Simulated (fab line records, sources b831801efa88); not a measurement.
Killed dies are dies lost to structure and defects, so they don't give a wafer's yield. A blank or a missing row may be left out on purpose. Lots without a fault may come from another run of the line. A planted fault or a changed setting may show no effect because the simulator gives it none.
Which tool did it? | flow sky130 | 12 lots, 36 wafers sampled, at 3 steps of a route of 708

WHAT THE GAUGES READ, wafer by wafer
SKY_VT_ADJUST_NCORE_TW_MEAS_11. Usual: VT_ADJUST_NCORE_TW 219.3, standard deviation 1.7.
lot  | measured     | on            | VT_ADJUST_NCORE_TW | flag
L106 | day 9 14:46  | film_metro-04 | 219.7 221.0 220.0  |
L107 | day 9 19:09  | film_metro-04 | 221.5 221.7 221.1  |
L111 | day 10 17:21 | film_metro-04 | 222.3 221.8 222.2  |
L112 | day 10 23:14 | film_metro-02 | 217.4 219.3 219.8  |
L113 | day 11 10:01 | film_metro-04 | 223.0 222.4 223.1  |
L114 | day 11 17:31 | film_metro-03 | 217.3 217.3 218.3  |
L115 | day 11 22:56 | film_metro-02 | 220.9 220.5 220.9  |
L119 | day 13 04:26 | film_metro-04 | 220.3 220.5 221.4  |
L120 | day 13 15:12 | film_metro-03 | 202.3 204.8 204.0  | OFF
L121 | day 13 20:12 | film_metro-03 | 203.9 204.0 203.9  | OFF
L122 | day 14 09:40 | film_metro-03 | 217.7 217.3 218.3  |
L126 | day 15 04:51 | film_metro-04 | 222.2 220.7 221.1  |

SKY_POLY_CUT_OVL_MEAS_09. Usual: POLY_CUT_OVL -1 nm, standard deviation 4.5.
lot  | measured     | on         | POLY_CUT_OVL (nm) | flag
L106 | day 25 14:57 | overlay-02 | -2 -1 -2          |
L107 | day 25 19:19 | overlay-01 | -4 -11 7          |
L111 | day 27 00:16 | overlay-01 | 5 2 0             |
L112 | day 27 07:57 | overlay-02 | 7 4 -1            |
L113 | day 27 19:40 | overlay-02 | -13 -2 3          |
L114 | day 28 04:33 | overlay-01 | -9 -9 -8          |
L115 | day 28 13:40 | overlay-01 | -5 -7 -8          |
L119 | day 29 15:39 | overlay-02 | 3 6 5             |
L120 | day 30 07:16 | overlay-02 | -3 -2 0           |
L121 | day 30 12:16 | overlay-02 | 4 4 4             |
L122 | day 30 20:45 | overlay-01 | -3 -3 -2          |
L126 | day 31 19:36 | overlay-01 | 2 4 5             |

WHICH TOOL RAN EACH LOT (tool, then ch and the chambers of the sampled wafers, then the start)
lot  | SKY_VT_ADJUST_NCORE_IMPLANT_09
L106 | implanter-03 ch 0, day 9 14:32
L107 | implanter-03 ch 0, day 9 18:56
L111 | implanter-04 ch 0, day 10 17:07
L112 | implanter-04 ch 0, day 10 22:59
L113 | implanter-03 ch 0, day 11 09:46
L114 | implanter-03 ch 0, day 11 17:17
L115 | implanter-04 ch 0, day 11 22:43
L119 | implanter-04 ch 0, day 13 04:11
L120 | implanter-03 ch 0, day 13 14:58
L121 | implanter-03 ch 0, day 13 19:58
L122 | implanter-01 ch 0, day 14 09:25
L126 | implanter-01 ch 0, day 15 04:37
- SKY_VT_ADJUST_NCORE_IMPLANT_09

WHAT THE TOOLS THEMSELVES READ (means of the sampled wafers that have a number; where no wafer has one, the mark that the record gives instead)
SKY_VT_ADJUST_NCORE_IMPLANT_09. Usual: beam_energy_keV 10.001, standard deviation 0.0031.
lot  | tool         | beam_energy_keV | flag
L106 | implanter-03 | 9.997           |
L107 | implanter-03 | 9.998           |
L111 | implanter-04 | 10.000          |
L112 | implanter-04 | 9.995           |
L113 | implanter-03 | 10.004          |
L114 | implanter-03 | 9.999           |
L115 | implanter-04 | 10.003          |
L119 | implanter-04 | 9.997           |
L120 | implanter-03 | 7.443           | OFF
L121 | implanter-03 | 7.443           | OFF
L122 | implanter-01 | 10.001          |
L126 | implanter-01 | 10.001          |

THE ANSWER, worked out from the rows above alone
Rule: a lot is off if the mean of its wafers that have a number lies more than 3 standard deviations from the usual mean. A lot without any number at a reading at which 4 lots or more have one is off too. The other lots that the step has rows for count as sound. The gauges are gone through in route order, then the tools' own readings, and for those a lot's mean is taken as printed above. The first step at which some lot is off is used, and at that step the reading that is off furthest; a lot without a number counts as furthest.
Off: L120, L121, at SKY_VT_ADJUST_NCORE_TW_MEAS_11 (VT_ADJUST_NCORE_TW).
A tool fits if, at a process step before that reading, it ran every lot that is off, and no sound lot after the first of them. The gauges at SKY_VT_ADJUST_NCORE_TW_MEAS_11 aren't tried: what is off there is off at SKY_VT_ADJUST_NCORE_IMPLANT_09 too, on other tools, and a gauge's error can't cause that. One fits: implanter-03 at SKY_VT_ADJUST_NCORE_IMPLANT_09. Its last sound lot is L114 (day 11 17:17), its first lot that is off L120 (day 13 14:58): a fault that began between those two fits.
The tool's own readings at SKY_VT_ADJUST_NCORE_IMPLANT_09 bear it out: on the lots that are off they differ by more than 5 times the standard deviation of the sound lots' means. beam_energy_keV reads 7.443 there against 9.999 on the sound lots.

WHAT THE SIMULATOR HAD PUT IN
Process parameter drift: implanter-03, from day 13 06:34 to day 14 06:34, at SKY_VT_ADJUST_NCORE_IMPLANT_09. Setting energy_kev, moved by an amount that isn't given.
Lots struck among those shown: L120, L121. The rule above found the same.
